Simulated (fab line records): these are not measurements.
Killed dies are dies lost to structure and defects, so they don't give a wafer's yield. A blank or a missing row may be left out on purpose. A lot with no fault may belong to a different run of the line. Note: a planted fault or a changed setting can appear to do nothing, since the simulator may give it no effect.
fab line records | flow gf180mcu
record: lots: 13 wafers: 39 lastDay: 34
route steps=602 shown HV_LDD@197 SAB@273 CONTACT@289
lots untouched by any fault: they come from a run of this same line in which no faults occurred
startH: hours from the record's first day to the start of the lot's first wafer shown | waitH: how many hours have passed since the lot's step before this one | " unchanged from the row above | L1.1+2: one row covering several wafers at once | - no value present, or no start provided | * or withheld: withheld | < > ~ a bound
route shown NAME@n: names a module that has steps shown in the file, with the first one's number in the route | usual: mean and standard deviation over wafers with no fault | same: alike in all rows | chamber/n: place in a boat | sites: per-site readings | _std_site: how widely they spread, as a standard deviation | _edge_site: outer sites' mean less inner sites' | radiusMm: how far each site lies from the wafer's centre | mask NAME#n: copy n | behind: the tool/chamber that last shaped the wafer | hold: why the lot was held/for how many hours/how that ended | device: the n, p or np transistor that did not switch | end of line: at the end of the route, the tests of the same wafers | where a step has no rows: the recipe by itself | killed: dies lost to structure and defects at the first sort, not the wafer's yield | map: the dies of a wafer, with x for killed, . for not killed, _ for no die there
set.NAME: the setting the step ran with; set.NAME@STEP: the setting that earlier step ran with | model.NAME: the simulator's own value behind a step, which no gauge read
steps of the route over a sample of lots; a table a step, a row a wafer
services: the hour from which a tool's chamber was out of use, counted from the record's first day as startH (under 0 if before that day), plus the number of hours and why
== steps ==
step: GF_HV_LDD_IMPLANT_21
recipe: species: BF2 energyKev: 25 doseCm2: 5e+13 tiltDeg: 7
usual: doseIonsCm2: 5.001e+13/6.3e+10 endStationPressureTorr: 5.23e-06/2.7e-07 faradayCurrentUA: 282/5.7
columns lot.wafer tool chamber startH waitH doseIonsCm2 endStationPressureTorr faradayCurrentUA
L465.3 implanter-01 0 241.49 0.1 5.002e+13 5.17e-06 281
L465.4 " 0 " " 5e+13 5.09e-06 283
L465.5 " 0 " " 5.004e+13 4.88e-06 284
L466.2 implanter-02 0 252.17 0.0 5.003e+13 4.84e-06 279
L466.4 " 0 " " 5.004e+13 5.56e-06 280
L466.6 " 0 " " 4.997e+13 5.04e-06 281
L468.1 implanter-03 0 264.89 0.0 5.007e+13 4.76e-06 289
L468.3 " 0 " " 5.018e+13 5.18e-06 283
L468.5 " 0 " " 5.012e+13 4.64e-06 289
L469.2 implanter-01 0 272.97 0.0 5.003e+13 5.38e-06 295
L469.3 " 0 " " 4.994e+13 5.01e-06 267
L469.5 " 0 " " 4.993e+13 5.68e-06 284
L473.1 implanter-01 0 310.34 0.0 5e+13 5.49e-06 281
L473.4 " 0 " " 4.993e+13 5.64e-06 283
L473.6 " 0 " " 5.003e+13 5.37e-06 286
L475.1 implanter-02 0 310.40 0.0 5.003e+13 5.67e-06 293
L475.5 " 0 " " 5.004e+13 4.64e-06 288
L475.6 " 0 " " 4.999e+13 5.62e-06 276
L476.1 implanter-01 0 323.60 0.0 4.995e+13 5.17e-06 298
L476.2 " 0 " " 4.994e+13 5.14e-06 288
L476.4 " 0 " " 4.998e+13 5.18e-06 278
L479.1 implanter-03 0 344.25 0.0 5.005e+13 5.79e-06 283
L479.2 " 0 " " 5.013e+13 5.07e-06 277
L479.5 " 0 " " 5.01e+13 5.22e-06 283
L481.4 implanter-03 0 357.27 0.1 4.994e+13 5.68e-06 279
L481.5 " 0 " " 5.003e+13 5.51e-06 287
L481.6 " 0 " " 5.006e+13 5.42e-06 275
L482.2 implanter-01 0 362.42 0.0 5.917e+13 5.34e-06 322
L482.4 " 0 " " 5.93e+13 5.2e-06 338
L482.5 " 0 " " 5.923e+13 5.24e-06 336
L483.3 implanter-03 0 370.75 0.1 5.007e+13 5.06e-06 274
L483.4 " 0 " " 4.994e+13 5.13e-06 283
L483.5 " 0 " " 5.001e+13 5.23e-06 281
L484.3 implanter-01 0 379.31 0.1 5.915e+13 4.87e-06 335
L484.5 " 0 " " 5.923e+13 4.98e-06 344
L484.6 " 0 " " 5.916e+13 4.99e-06 331
L487.2 implanter-02 0 398.96 0.0 4.998e+13 4.94e-06 278
L487.5 " 0 " " 5.002e+13 5.21e-06 280
L487.6 " 0 " " 5.007e+13 5.3e-06 283
step: GF_HV_LDD_TW_MEAS_23
usual: HV_LDD_2_TW: 1063/4.3
columns lot.wafer tool chamber startH waitH HV_LDD_2_TW
L465.3 filmMetro-03 - 241.71 0.1 1058
L465.4 " - " " 1063
L465.5 " - " " 1062
L466.2 filmMetro-03 - 252.40 0.1 1064
L466.4 " - " " 1055
L466.6 " - " " 1059
L468.1 filmMetro-03 - 265.14 0.1 1064
L468.3 " - " " 1065
L468.5 " - " " 1066
L469.2 filmMetro-03 - 273.20 0.1 1064
L469.3 " - " " 1064
L469.5 " - " " 1068
L473.1 filmMetro-04 - 310.59 0.1 1066
L473.4 " - " " 1063
L473.6 " - " " 1069
L475.1 filmMetro-04 - 310.65 0.1 1062
L475.5 " - " " 1065
L475.6 " - " " 1058
L476.1 filmMetro-01 - 323.85 0.1 1063
L476.2 " - " " 1051
L476.4 " - " " 1059
L479.1 filmMetro-01 - 344.50 0.1 1060
L479.2 " - " " 1057
L479.5 " - " " 1059
L481.4 filmMetro-04 - 357.48 0.1 1067
L481.5 " - " " 1071
L481.6 " - " " 1072
L482.2 filmMetro-03 - 362.66 0.1 1122
L482.4 " - " " 1126
L482.5 " - " " 1125
L483.3 filmMetro-01 - 370.97 0.1 1053
L483.4 " - " " 1059
L483.5 " - " " 1050
L484.3 filmMetro-03 - 379.53 0.1 1120
L484.5 " - " " 1120
L484.6 " - " " 1123
L487.2 filmMetro-01 - 399.20 0.1 1067
L487.5 " - " " 1061
L487.6 " - " " 1064
step: GF_SAB_CD_MEAS_09
recipe: targetCdNm: 420
usual: cdNm: 419.9/1.9
columns lot.wafer tool chamber startH waitH cdNm
L465.3 cdSem-02 - 341.62 0.1 421.6
L465.4 " - " " 421.2
L465.5 " - " " 419.3
L466.2 cdSem-01 - 355.90 0.1 420.7
L466.4 " - " " 420.0
L466.6 " - " " 423.1
L468.1 cdSem-02 - 371.53 0.1 417.4
L468.3 " - " " 416.1
L468.5 " - " " 417.9
L469.2 cdSem-02 - 379.90 0.1 420.2
L469.3 " - " " 420.6
L469.5 " - " " 419.1
L473.1 cdSem-02 - 424.35 0.1 419.7
L473.4 " - " " 419.7
L473.6 " - " " 419.9
L475.1 cdSem-01 - 425.58 0.1 419.4
L475.5 " - " " 418.5
L475.6 " - " " 418.8
L476.1 cdSem-02 - 440.68 0.1 422.4
L476.2 " - " " 422.6
L476.4 " - " " 421.9
L479.1 cdSem-02 - 465.15 0.1 422.4
L479.2 " - " " 422.6
L479.5 " - " " 422.6
L481.4 cdSem-02 - 479.36 0.1 421.9
L481.5 " - " " 419.6
L481.6 " - " " 421.0
L482.2 cdSem-02 - 483.95 0.1 416.6
L482.4 " - " " 418.4
L482.5 " - " " 417.0
L483.3 cdSem-01 - 492.62 0.1 417.8
L483.4 " - " " 418.1
L483.5 " - " " 420.9
L484.3 cdSem-01 - 507.17 0.1 418.4
L484.5 " - " " 417.9
L484.6 " - " " 417.2
L487.2 cdSem-02 - 522.32 0.1 420.8
L487.5 " - " " 420.4
L487.6 " - " " 419.4
step: GF_CONTACT_CVD_02
recipe: material: SiO2 targetThkNm: 860 precursor: TEOS tempC: 400 timeS: 95.992 rfW: 600
usual: heaterPowerW: 639/88
columns lot.wafer tool chamber startH waitH heaterPowerW
L465.3 pecvd-01 0 342.74 0.0 790
L465.4 " 0 " " 821
L465.5 " 2 " " 667
L466.2 pecvd-03 1 357.00 0.0 659
L466.4 " 2 " " 478
L466.6 " 0 " " 551
L468.1 pecvd-02 2 372.67 0.1 692
L468.3 " 0 " " 677
L468.5 " 1 " " 587
L469.2 pecvd-03 2 381.05 0.0 443
L469.3 " 0 " " 650
L469.5 " 0 " " 679
L473.1 pecvd-02 1 425.63 0.1 725
L473.4 " 0 " " 538
L473.6 " 1 " " 613
L475.1 pecvd-01 0 426.70 0.1 812
L475.5 " 2 " " 678
L475.6 " 1 " " 629
L476.1 pecvd-02 1 441.81 0.1 672
L476.2 " 2 " " 690
L476.4 " 0 " " 631
L479.1 pecvd-01 1 466.42 0.1 594
L479.2 " 2 " " 666
L479.5 " 2 " " 689
L481.4 pecvd-03 2 480.79 0.1 496
L481.5 " 0 " " 690
L481.6 " 1 " " 525
L482.2 pecvd-03 0 485.11 0.0 656
L482.4 " 0 " " 681
L482.5 " 2 " " 442
L483.3 pecvd-01 1 494.00 0.0 711
L483.4 " 2 " " 724
L483.5 " 0 " " 622
L484.3 pecvd-02 0 508.27 0.0 621
L484.5 " 1 " " 740
L484.6 " 2 " " 563
L487.2 pecvd-01 2 523.48 0.0 671
L487.5 " 2 " " 716
L487.6 " 0 " " 842
step: GF_CONTACT_CMP_04
recipe: material: SiO2 downForcePsi: 4 platenRpm: 60 padVelocityMS: 0.94248
usual: headPressurePsi: 4.002/0.0085 motorCurrentA: 11.8/1.2 slurryFilterDpKPa: 13.52/0.13 timeToEndpointS: 112/6.5
columns lot.wafer tool chamber startH waitH headPressurePsi motorCurrentA slurryFilterDpKPa timeToEndpointS
L465.3 cmp-01 0 342.87 0.0 4.011 10.8 13.68 112
L465.4 " 2 " " 4.000 10.6 13.55 111
L465.5 " 1 " " 4.006 11.1 13.59 116
L466.4 cmp-02 1 357.13 0.0 4.021 11.8 13.52 111
L466.2 " 3 " " 4.001 13.5 13.47 102
L466.6 " 1 " " 4.002 11.7 13.55 108
L468.3 cmp-02 0 372.93 0.2 3.989 12.0 13.65 110
L468.1 " 2 " " 3.988 14.1 13.64 107
L468.5 " 0 " " 3.988 11.5 13.70 113
L469.3 cmp-01 1 381.23 0.1 4.002 11.6 13.47 117
L469.2 " 2 " " 3.988 10.5 13.71 105
L469.5 " 0 " " 3.986 10.0 13.47 113
L473.4 cmp-01 1 425.76 0.0 4.008 12.1 13.31 121
L473.1 " 3 " " 4.006 12.6 13.47 107
L473.6 " 1 " " 4.007 11.9 13.75 124
L475.1 cmp-01 0 426.98 0.2 3.998 10.2 13.38 109
L475.5 " 1 " " 3.990 11.3 13.58 114
L475.6 " 2 " " 4.000 10.0 13.44 114
L476.4 cmp-02 0 441.94 0.0 4.004 11.6 13.48 115
L476.1 " 1 " " 4.002 12.2 13.66 112
L476.2 " 2 " " 4.006 13.9 13.49 111
L479.2 cmp-02 3 466.55 0.0 3.995 13.7 13.64 104
L479.1 " 2 " " 3.992 14.0 13.36 109
L479.5 " 0 " " 4.002 11.1 13.62 112
L481.4 cmp-01 0 481.04 0.2 4.004 10.8 13.47 107
L481.5 " 1 " " 4.000 11.9 13.57 116
L481.6 " 2 " " 3.995 10.7 13.66 111
L482.4 cmp-02 3 485.24 0.0 4.002 14.0 13.43 112
L482.2 " 0 " " 3.990 11.7 13.52 99
L482.5 " 3 " " 4.010 13.7 13.21 103
L483.4 cmp-01 2 494.23 0.1 4.012 10.5 13.56 120
L483.3 " 3 " " 4.009 11.7 13.42 119
L483.5 " 1 " " 4.013 10.9 13.46 126
L484.3 cmp-02 2 508.45 0.1 4.014 13.3 13.51 101
L484.5 " 1 " " 4.013 12.1 13.61 107
L484.6 " 2 " " 4.016 14.4 13.61 106
L487.2 cmp-01 1 523.76 0.2 4.000 12.0 13.32 119
L487.5 " 2 " " 4.008 10.5 13.44 118
L487.6 " 3 " " 4.019 13.1 13.58 124
== services ==
columns tool chamber startH hours kind
cmp-01 - 225.70 0.8 repair
implanter-01 - 229.34 0.6 repair
cmp-01 - 232.04 4.0 pm
cmp-02 - 239.58 18.4 pm
cmp-01 - 260.87 2.5 repair
implanter-01 - 283.53 1.7 repair
cmp-01 - 284.95 3.4 repair
cmp-02 - 294.63 1.8 repair
cmp-01 - 297.09 0.3 repair
cmp-02 - 298.84 1.8 repair
cmp-01 - 314.90 0.3 repair
cmp-01 - 329.12 0.6 repair
cmp-02 - 340.37 2.0 repair
cmp-02 - 346.85 0.2 repair
implanter-01 - 367.05 7.9 pm
cmp-02 - 384.17 0.2 repair
cmp-02 - 404.25 4.0 pm
implanter-01 - 425.31 1.7 repair
cmp-02 - 428.88 0.3 repair
cmp-01 - 431.62 1.0 repair
cmp-01 - 448.92 0.7 repair
cmp-01 - 451.94 0.4 repair
cmp-01 - 462.48 7.2 pm
cmp-01 - 498.77 2.7 repair
== key ==
firstSign: step: GF_HV_LDD_IMPLANT_21 reading: doseIonsCm2 direction: up sigmas: 99+ usual: 5.001e+13 struck: 5.921e+13
effect: step: GF_HV_LDD_IMPLANT_21 reading: faradayCurrentUA direction: up sigmas: 9.2 usual: 282 struck: 335
effect: step: GF_HV_LDD_TW_MEAS_23 reading: HV_LDD_2_TW direction: up sigmas: 14 usual: 1063 struck: 1123
metAt GF_HV_LDD_IMPLANT_21
struckLots L482,L484
testerLeftOut L482,L484
notActingAt GF_SAB_CD_MEAS_09,GF_CONTACT_CVD_02,GF_CONTACT_CMP_04
onsetBetween 323.60 362.42
fault: kind: processParameterDrift tool: implanter-01 chamber: - onsetH: 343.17 steps: GF_HV_LDD_IMPLANT_21 channel: doseCm2 offset: 9.1591e+12 shape: step endH: 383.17 actsIn: theseRecipesOnly stated: 5e+13
testerLeftOut: of these lots the tester's yield and bins aren't shown, on N5 and GAA mostly nor the transistor test; their killed dies are dies lost to structure and defects alone, not to doping, threshold or leakage, so they don't give the yield
